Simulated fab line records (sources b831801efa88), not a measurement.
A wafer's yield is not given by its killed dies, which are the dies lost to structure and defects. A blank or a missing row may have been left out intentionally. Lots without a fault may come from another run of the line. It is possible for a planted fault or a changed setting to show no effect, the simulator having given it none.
One fault seen from 2 desks    flow sky130    what lay behind the numbers comes last; until then each desk has only its own

## METROLOGY DESK
What the gauges read, lot by lot, whatever tool the lot ran on: means of the sampled wafers that have a number. If a lot's mean is further than 4 standard deviations from the usual mean, the lot is out of limits and carries the mark OUT (the distance appears in the brackets).
Columns: A = PASSIVATION_CVD_00_THK at SKY_PASSIVATION_THK_MEAS_01, usual 90.3 nm
lot   first seen here  A
L969  day 43 07:13     89.7
L970  day 43 10:52     91.0
L971  day 44 09:22     89.1
L972  day 44 20:13     91.8
L974  day 46 00:50     89.6
L975  day 46 06:27     91.2
L976  day 46 16:53     90.8
L978  day 46 17:31     90.2
L985  day 48 07:49     89.6
L986  day 48 19:39     90.3
L992  day 49 14:40     89.4
This desk's finding: nothing out of limits on any of the 11 lots.

## TOOL OWNER'S DESK, rie-metal-03
The tool's own readings at SKY_METAL1_METAL_ETCH_19 (etches the open film in Cl2/BCl3, stops on SiO2, target depth 360 nm, time 78 s): means of the sampled wafers that have a number, for each lot that ran on this tool. If a lot's mean is further than 4 standard deviations from the usual mean, the lot is out of limits and carries the mark OUT (the distance appears in the brackets).
Columns: A = drypump-motor-current-A at SKY_METAL1_METAL_ETCH_19, usual 5.9 A; B = oes-product-au at SKY_METAL1_METAL_ETCH_19, usual 0.854 a.u.; C = rf-fwd-power-W at SKY_METAL1_METAL_ETCH_19, usual 893 W; D = throttle-valve-pct at SKY_METAL1_METAL_ETCH_19, usual 22.265 %
lot   first seen here  A    B      C    D
L971  day 33 11:19     6.3  0.855  892  22.266
L975  day 35 19:57     6.3  0.854  895  22.272
L976  day 36 04:55     6.2  0.851  893  22.264
L985  day 38 08:40     6.2  0.859  895  22.267
L986  day 38 23:12     6.3  0.857  893  22.264
This desk's finding: nothing out of limits on any of the 5 lots.

## TAKEN TOGETHER
From the metrology desk's view, nothing was out of limits.
The desk of the tool owner found nothing out of limits.

## WHAT HAD BEEN PUT IN BY THE SIMULATOR
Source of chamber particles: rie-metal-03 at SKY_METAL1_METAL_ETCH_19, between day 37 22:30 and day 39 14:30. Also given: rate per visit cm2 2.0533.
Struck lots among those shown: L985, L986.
